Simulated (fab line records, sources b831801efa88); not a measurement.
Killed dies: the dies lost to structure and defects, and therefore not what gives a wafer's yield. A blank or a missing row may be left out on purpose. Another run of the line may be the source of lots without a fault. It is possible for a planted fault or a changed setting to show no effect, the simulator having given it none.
A struck lot beside a sound one :: flow sky130 :: 15 out of 708 route steps
Sound: the wafers L596.4, L596.5, L596.6. Struck: wafer L611.2 (L611.4, L611.6, from the same lot, were not struck and are left out); the cause is given at the end.
Per side, at each step with rows, come the tool, then ch with its chambers, and then its first start. Under that, the readings that differ: sound wafers :: struck wafers :: difference of the means :: sigmas: that difference in standard deviations of wafers without a fault.
alike: same words and numbers on both sides, and readings whose means sit less than 2 such deviations apart. not compared: any withheld reading, any reading some wafer has no value for, any bound like >300 that may hide the same value, and any number with overlapping values for which the record gives no deviation.
Wherever a step has rows on one side only, a row that says differs or no value, or a row with sigmas, the two part there. Numbers that have no deviation but don't overlap get no sigmas and don't part them. A reading that every wafer of one side lacks parts them only if that side has two wafers or more.

first, 4 steps without rows for these wafers: SKY_VIA4_STRIP_13 (strips in O2/N2); SKY_VIA4_STRIP_14 (strips in post etch residue remover, time 1200 s); SKY_VIA4_CLEAN_15 (cleans in IPA, time 180 s); SKY_VIA4_CLEAN_16 (cleans in O3/DIW).
SKY_VIA4_SPUTTER_17: material TiN, target thk 20 nm, time 80 s.
  struck on pvd-sputter-01, day 49 14:16; sound on pvd-sputter-01, day 45 19:20
  alike: throttle-valve-pct
SKY_VIA4_CVD_18: deposits W, target thk 505 nm, time 152.14 s.
  sound on cvd-w-02 ch 0,1, day 45 19:25; struck on cvd-w-01 ch 1, day 49 14:20
  alike: heater-power-w, susceptor-temp-C
SKY_VIA4_RS_MEAS_19: a four-point-probe measurement.
  struck on film-metro-03, day 49 14:31; sound on film-metro-04, day 45 19:35
  alike: VIA4_W_RS
SKY_VIA4_THK_MEAS_20: measures by xrf.
  struck on film-metro-03, day 49 14:37; sound on film-metro-04, day 45 19:40
  alike: VIA4_W_THK
SKY_VIA4_CMP_21: polishes, stops on SiO2, t overpolish 25 s, target thk 0 nm.
  sound on cmp-02 ch 2,3, day 45 19:42; struck on cmp-01 ch 1, day 49 14:40
  alike: motor-current-A, overpolish-run-s, retaining-ring-pressure-frac, time-to-endpoint-s
then, 2 steps without rows for these wafers: SKY_METAL5_SPUTTER_00 (material Ti, target thk 15 nm, time 10 s); SKY_METAL5_SPUTTER_01 (material TiN, target thk 20 nm, time 16.7 s).
SKY_METAL5_SPUTTER_02: material AlCu, target thk 1150 nm, time 61.2 s.
  struck on pvd-sputter-01, day 49 15:01; sound on pvd-sputter-01, day 45 20:05
  alike: throttle-valve-pct
SKY_METAL5_SPUTTER_03: material Ti, target thk 5 nm, time 3.3 s.
  struck on pvd-sputter-01, day 49 15:05; sound on pvd-sputter-01, day 45 20:07
reading: model.Ti_of_METAL5_SPUTTER_03.thk-nm (nm)
sound: 5.146 5.013 5.058
struck: 7.15
difference: +2.08
sigmas: 
  alike: throttle-valve-pct
SKY_METAL5_SPUTTER_04: material TiN, target thk 70 nm, time 58.3 s.
  struck on pvd-sputter-01, day 49 15:06; sound on pvd-sputter-01, day 45 20:08
  alike: throttle-valve-pct
-- the record jumps here: 2 days lie between the struck wafers' starts before and after (it left off in module METAL5 and takes up again in module PAD_OPEN, whose first step shown is number 708 of the route) --
SKY_PAD_OPEN_PROBE_99:
  struck on prober-01, day 51 20:46; sound on prober-02, day 48 14:06
reading: killed_at_M4_up
sound: 5 3 2
struck: 0
difference: -3
sigmas: -2
  alike: defect-limited-yield, killed_at_M0_to_M3, killed-at-contacts, killed-at-front-end, killed-at-other, killed-dies, killed-open, killed-short, sort_bin_3_pad_short, sort_bin_5_function, sort_bin_6_memory, sort-n-pass, sort-yield-pct

WHERE THEY PART
Only at SKY_PAD_OPEN_PROBE_99, within this record.

WHY: whatever the simulator had introduced
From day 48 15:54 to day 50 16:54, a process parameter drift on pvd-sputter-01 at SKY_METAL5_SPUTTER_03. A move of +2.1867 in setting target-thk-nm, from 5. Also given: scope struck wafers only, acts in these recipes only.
